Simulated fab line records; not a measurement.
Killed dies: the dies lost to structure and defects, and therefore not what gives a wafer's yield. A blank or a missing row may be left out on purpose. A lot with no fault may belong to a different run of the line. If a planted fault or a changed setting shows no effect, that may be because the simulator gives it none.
Tool commonality check    flow sky130    33 wafers sampled across 11 lots

## THE REASON FOR OPENING IT
2 of 11 lots carry a flag on the reading CONTACT_HDPCVD_THK at SKY_CONTACT_THK_MEAS_03. Fault-free wafers read 563 nm, with a standard deviation of 5.7.
Rule: flag the lot when none of its wafers has a number, or when each of its wafers that has one lies beyond 4 standard deviations from that mean. The rest of the lots are taken to be sound.

lot   measured      on             CONTACT_HDPCVD_THK (nm), wafer by wafer  flag
L678  day 30 11:23  film-metro-01  563 579 557                              
L682  day 32 09:01  film-metro-01  675 679 685                              FLAGGED
L683  day 32 13:02  film-metro-02  687 680 676                              FLAGGED
L684  day 32 18:32  film-metro-04  568 553 560                              
L690  day 34 22:38  film-metro-01  567 558 561                              
L694  day 36 03:03  film-metro-01  553 557 568                              
L695  day 36 08:58  film-metro-04  563 567 568                              
L696  day 36 11:52  film-metro-01  556 565 558                              
L697  day 36 14:31  film-metro-01  559 566 562                              
L699  day 37 09:59  film-metro-02  560 559 555                              
L700  day 38 02:07  film-metro-04  564 571 575                              
The numbers of the flagged lots are 680 nm on average: +117 nm against the usual, or +21 standard deviations.

## TOOL THAT RAN EACH LOT
2 process steps preceding the reading are held in the record, out of 708 steps in the route. Every cell lists first the tool, next ch and the chambers used by the sampled wafers, and last the start.
lot   flag     SKY_LI_CONTACT_STRIP_16               SKY_CONTACT_HDPCVD_02
L678           plasma-asher-04 ch 0,1, day 29 05:22  hdpcvd-01 ch 0,1,2, day 30 11:19
L682  FLAGGED  plasma-asher-02 ch 0,1, day 31 03:38  hdpcvd-01 ch 0,1,2, day 32 08:56
L683  FLAGGED  plasma-asher-02 ch 0,1, day 31 07:07  hdpcvd-01 ch 0,1,2, day 32 12:58
L684           plasma-asher-02 ch 0,1, day 31 13:19  hdpcvd-02 ch 0,1, day 32 18:26
L690           plasma-asher-01 ch 0, day 33 17:09    hdpcvd-02 ch 0,1, day 34 22:34
L694           plasma-asher-01 ch 1, day 34 21:59    hdpcvd-01 ch 0,1,2, day 36 02:59
L695           plasma-asher-02 ch 0,1, day 35 04:51  hdpcvd-01 ch 0,2, day 36 08:52
L696           plasma-asher-04 ch 0,1, day 35 07:30  hdpcvd-01 ch 1,2, day 36 11:48
L697           plasma-asher-02 ch 0,1, day 35 09:54  hdpcvd-01 ch 0,1,2, day 36 14:27
L699           plasma-asher-04 ch 0,1, day 36 04:41  hdpcvd-02 ch 0,1,2, day 37 09:55
L700           plasma-asher-04 ch 0,1, day 36 21:36  hdpcvd-01 ch 0,1,2, day 38 02:02
What the steps here do:
- SKY_LI_CONTACT_STRIP_16: strips in O2/N2.
- SKY_CONTACT_HDPCVD_02: deposits SiO2, target thk 565 nm, time 94.2 s.
- SKY_CONTACT_THK_MEAS_03

## FLAGGED OVER TOTAL, TOOL BY TOOL (the gauges that took the reading come last)
step                     tool             lots run  flagged  share of the flagged lots  sound lots run after its first flagged lot
SKY_LI_CONTACT_STRIP_16  plasma-asher-01  2         0        none                       -
SKY_LI_CONTACT_STRIP_16  plasma-asher-02  5         2        all                        3 (L684,L695,L697)
SKY_LI_CONTACT_STRIP_16  plasma-asher-04  4         0        none                       -
SKY_CONTACT_HDPCVD_02    hdpcvd-01        8         2        all                        5 (L694,L695,L696,L697,L700)
SKY_CONTACT_HDPCVD_02    hdpcvd-02        3         0        none                       -
SKY_CONTACT_THK_MEAS_03  film-metro-01    6         1        some                       4 (L690,L694,L696,L697)
SKY_CONTACT_THK_MEAS_03  film-metro-02    2         1        some                       1 (L699)
SKY_CONTACT_THK_MEAS_03  film-metro-04    3         0        none                       -

## THE TABLE: WHAT IT ALLOWS
In 2 table rows, all flagged lots were run: plasma-asher-02 (SKY_LI_CONTACT_STRIP_16), hdpcvd-01 (SKY_CONTACT_HDPCVD_02).
- plasma-asher-02 at SKY_LI_CONTACT_STRIP_16: 2 of its 5 lots flagged. Sound lots ran on it after the first flagged one (L684, L695, L697), which a lasting fault on the whole tool wouldn't allow.
- hdpcvd-01 at SKY_CONTACT_HDPCVD_02: 2 of its 8 lots flagged. Sound lots ran on it after the first flagged one (L694, L695, L696, L697, L700), which a lasting fault on the whole tool wouldn't allow. Its own readings lie more than 4 standard deviations out on every wafer of the flagged lots: sih4-flow-sccm.
Every row of the table either missed a flagged lot or ran a sound lot after the first.

## WHAT THE SIMULATOR HAD PUT IN
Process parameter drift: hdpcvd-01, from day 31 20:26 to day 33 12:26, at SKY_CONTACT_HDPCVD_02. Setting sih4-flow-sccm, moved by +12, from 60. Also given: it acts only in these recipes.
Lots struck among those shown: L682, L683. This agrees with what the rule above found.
